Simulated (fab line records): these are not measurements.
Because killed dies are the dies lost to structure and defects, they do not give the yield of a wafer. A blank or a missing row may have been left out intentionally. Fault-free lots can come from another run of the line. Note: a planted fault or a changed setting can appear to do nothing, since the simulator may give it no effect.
Lot-split experiment :: flow gf180mcu :: 23 wafers read from 5 lots, route of 602 steps

ABOUT THE SPLIT
At GF_NSD_COAT_02 (resist thk 1000 nm), the setting resistThkNm was moved away from the recipe's 1000 nm on 7 of the 23 wafers read, by -2.9% to +4.3%. The other wafers ran this setting at the recipe's value.

The reading is taken at the split's own step.

THE READING
NOVOLAK_of_NSD_COAT_02.thkNm (the simulator's own value, which no gauge read), in nm, at GF_NSD_COAT_02 (resist thk 1000 nm). There is no usual value for it anywhere in the file. Here, 16 wafers ran the recipe; their average is 999.8 nm with a standard deviation of 2.8 nm.

wafer: L074.2
tool, chamber at the split: lithoTrack-03, 0
resistThkNm as run, nm: 971.1
against the recipe: -2.9%
NOVOLAK_of_NSD_COAT_02.thkNm, nm: 971.8
against lot-mates on the recipe: -30.9

wafer: L074.3
tool, chamber at the split: lithoTrack-03, 0
resistThkNm as run, nm: 1000
against the recipe: recipe
NOVOLAK_of_NSD_COAT_02.thkNm, nm: 1004
against lot-mates on the recipe: -

wafer: L074.4
tool, chamber at the split: lithoTrack-03, 0
resistThkNm as run, nm: 1000
against the recipe: recipe
NOVOLAK_of_NSD_COAT_02.thkNm, nm: 1003
against lot-mates on the recipe: -

wafer: L074.5
tool, chamber at the split: lithoTrack-03, 0
resistThkNm as run, nm: 1000
against the recipe: recipe
NOVOLAK_of_NSD_COAT_02.thkNm, nm: 1001
against lot-mates on the recipe: -

wafer: L074.6
tool, chamber at the split: lithoTrack-03, 0
resistThkNm as run, nm: 971.1
against the recipe: -2.9%
NOVOLAK_of_NSD_COAT_02.thkNm, nm: 970.9
against lot-mates on the recipe: -31.8

wafer: L075.1
tool, chamber at the split: lithoTrack-04, 0
resistThkNm as run, nm: 1043
against the recipe: +4.3%
NOVOLAK_of_NSD_COAT_02.thkNm, nm: 1041
against lot-mates on the recipe: +40.6

wafer: L075.2
tool, chamber at the split: lithoTrack-04, 0
resistThkNm as run, nm: 1000
against the recipe: recipe
NOVOLAK_of_NSD_COAT_02.thkNm, nm: 1001
against lot-mates on the recipe: -

wafer: L075.4
tool, chamber at the split: lithoTrack-04, 0
resistThkNm as run, nm: 1000
against the recipe: recipe
NOVOLAK_of_NSD_COAT_02.thkNm, nm: 1001
against lot-mates on the recipe: -

wafer: L075.3
tool, chamber at the split: lithoTrack-04, 0
resistThkNm as run, nm: 1000
against the recipe: recipe
NOVOLAK_of_NSD_COAT_02.thkNm, nm: 999.2
against lot-mates on the recipe: -

wafer: L075.5
tool, chamber at the split: lithoTrack-04, 0
resistThkNm as run, nm: 1043
against the recipe: +4.3%
NOVOLAK_of_NSD_COAT_02.thkNm, nm: 1042
against lot-mates on the recipe: +41.6

wafer: L076.2
tool, chamber at the split: lithoTrack-02, 0
resistThkNm as run, nm: 1000
against the recipe: recipe
NOVOLAK_of_NSD_COAT_02.thkNm, nm: 994.9
against lot-mates on the recipe: -

wafer: L076.5
tool, chamber at the split: lithoTrack-02, 0
resistThkNm as run, nm: 1000
against the recipe: recipe
NOVOLAK_of_NSD_COAT_02.thkNm, nm: 994.3
against lot-mates on the recipe: -

wafer: L076.6
tool, chamber at the split: lithoTrack-02, 0
resistThkNm as run, nm: 1000
against the recipe: recipe
NOVOLAK_of_NSD_COAT_02.thkNm, nm: 995.1
against lot-mates on the recipe: -

wafer: L080.1
tool, chamber at the split: lithoTrack-02, 0
resistThkNm as run, nm: 1000
against the recipe: recipe
NOVOLAK_of_NSD_COAT_02.thkNm, nm: 1002
against lot-mates on the recipe: -

wafer: L080.2
tool, chamber at the split: lithoTrack-02, 0
resistThkNm as run, nm: 1000
against the recipe: recipe
NOVOLAK_of_NSD_COAT_02.thkNm, nm: 1001
against lot-mates on the recipe: -

wafer: L080.3
tool, chamber at the split: lithoTrack-02, 0
resistThkNm as run, nm: 1000
against the recipe: recipe
NOVOLAK_of_NSD_COAT_02.thkNm, nm: 1001
against lot-mates on the recipe: -

wafer: L080.4
tool, chamber at the split: lithoTrack-02, 0
resistThkNm as run, nm: 1000
against the recipe: recipe
NOVOLAK_of_NSD_COAT_02.thkNm, nm: 999.7
against lot-mates on the recipe: -

wafer: L080.5
tool, chamber at the split: lithoTrack-02, 0
resistThkNm as run, nm: 1000
against the recipe: recipe
NOVOLAK_of_NSD_COAT_02.thkNm, nm: 998.9
against lot-mates on the recipe: -

wafer: L085.1
tool, chamber at the split: lithoTrack-04, 0
resistThkNm as run, nm: 975.2
against the recipe: -2.5%
NOVOLAK_of_NSD_COAT_02.thkNm, nm: 975.8
against lot-mates on the recipe: -24.9

wafer: L085.2
tool, chamber at the split: lithoTrack-04, 0
resistThkNm as run, nm: 975.2
against the recipe: -2.5%
NOVOLAK_of_NSD_COAT_02.thkNm, nm: 976.4
against lot-mates on the recipe: -24.3

wafer: L085.4
tool, chamber at the split: lithoTrack-04, 0
resistThkNm as run, nm: 1000
against the recipe: recipe
NOVOLAK_of_NSD_COAT_02.thkNm, nm: 1003
against lot-mates on the recipe: -

wafer: L085.5
tool, chamber at the split: lithoTrack-04, 0
resistThkNm as run, nm: 975.2
against the recipe: -2.5%
NOVOLAK_of_NSD_COAT_02.thkNm, nm: 980.2
against lot-mates on the recipe: -20.5

wafer: L085.6
tool, chamber at the split: lithoTrack-04, 0
resistThkNm as run, nm: 1000
against the recipe: recipe
NOVOLAK_of_NSD_COAT_02.thkNm, nm: 998.4
against lot-mates on the recipe: -

THE FIT
A straight line over all 23 wafers: NOVOLAK_of_NSD_COAT_02.thkNm changes by +9.57 nm for each +1% of resistThkNm; r = +0.99; the points scatter about the line by 2.7 nm.
The same after taking each lot's own level away (the mean of its wafers on the recipe; 23 wafers): +9.79 nm for each +1%; r = +1.00; scatter 1.7 nm.
That fit puts the effect of the largest move of resistThkNm on the reading at 42 nm.
From 994.77 to 1002.67 nm: that is the span of the lots' own levels, equal to 2.8 times the standard deviation above.
The two slopes agree, so the slope changes little with the lot-to-lot level.
Check: for one of the wafers moved furthest among these (+4.3%), held out of the fit, the line's prediction against its lot-mates is +42.5 nm. Against them it came out at +40.6 nm.

ADDITIONAL SPLITS CARRIED BY THESE WAFERS
Before the reading, these wafers also passed through other splits. Each is held against what the fit with the lots' levels taken away leaves over:
other split on the same wafers: GF_MVPSD_IMPLANT_09 doseCm2
wafers away from the commonest value: 6
r with NOVOLAK_of_NSD_COAT_02.thkNm (lot level and that fit taken away): +0.09

other split on the same wafers: GF_VT_IMPLANT_IMPLANT_19 doseCm2
wafers away from the commonest value: 4
r with NOVOLAK_of_NSD_COAT_02.thkNm (lot level and that fit taken away): -0.04

other split on the same wafers: GF_VT_IMPLANT_STRIP_31 o2FlowSccm
wafers away from the commonest value: 7
r with NOVOLAK_of_NSD_COAT_02.thkNm (lot level and that fit taken away): -0.13

other split on the same wafers: GF_VT_IMPLANT_SOFTBAKE_36 tempC
wafers away from the commonest value: 12
r with NOVOLAK_of_NSD_COAT_02.thkNm (lot level and that fit taken away): +0.51

other split on the same wafers: GF_DUAL_GATE_COAT_06 resistThkNm
wafers away from the commonest value: 5
r with NOVOLAK_of_NSD_COAT_02.thkNm (lot level and that fit taken away): +0.03

other split on the same wafers: GF_DUAL_GATE_DEVELOP_10 devTempC
wafers away from the commonest value: 7
r with NOVOLAK_of_NSD_COAT_02.thkNm (lot level and that fit taken away): -0.14

other split on the same wafers: GF_HV_LDD_EXPOSE_04 doseMj
wafers away from the commonest value: 8
r with NOVOLAK_of_NSD_COAT_02.thkNm (lot level and that fit taken away): +0.05

other split on the same wafers: GF_HV_LDD_DEVELOP_06 devTempC
wafers away from the commonest value: 8
r with NOVOLAK_of_NSD_COAT_02.thkNm (lot level and that fit taken away): -0.36

other split on the same wafers: GF_HV_LDD_IMPLANT_21 energyKev
wafers away from the commonest value: 7
r with NOVOLAK_of_NSD_COAT_02.thkNm (lot level and that fit taken away): -0.25

other split on the same wafers: GF_HV_LDD_COAT_41 resistThkNm
wafers away from the commonest value: 9
r with NOVOLAK_of_NSD_COAT_02.thkNm (lot level and that fit taken away): -0.08

other split on the same wafers: GF_HV_LDD_IMPLANT_48 energyKev
wafers away from the commonest value: 3
r with NOVOLAK_of_NSD_COAT_02.thkNm (lot level and that fit taken away): +0.21

THE WHOLE CHAIN: every reading that the file lists as answering this split, in the file's order
step: GF_NSD_COAT_02
what it does: resist thk 1000 nm
reading: NOVOLAK_of_NSD_COAT_02.thkNm (the simulator's own value, which no gauge read)
change (the file's fit): +9.78 nm for each +1% of the setting
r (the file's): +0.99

step: GF_NSD_STRIP_11
what it does: strips in O2/N2
reading: stripTimeToEndpointS
change (the file's fit): withheld for each +1% of the setting
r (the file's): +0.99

FILE'S OWN FIT
NOVOLAK_of_NSD_COAT_02.thkNm changes by +9.78 nm for each +1% of resistThkNm, r = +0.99.
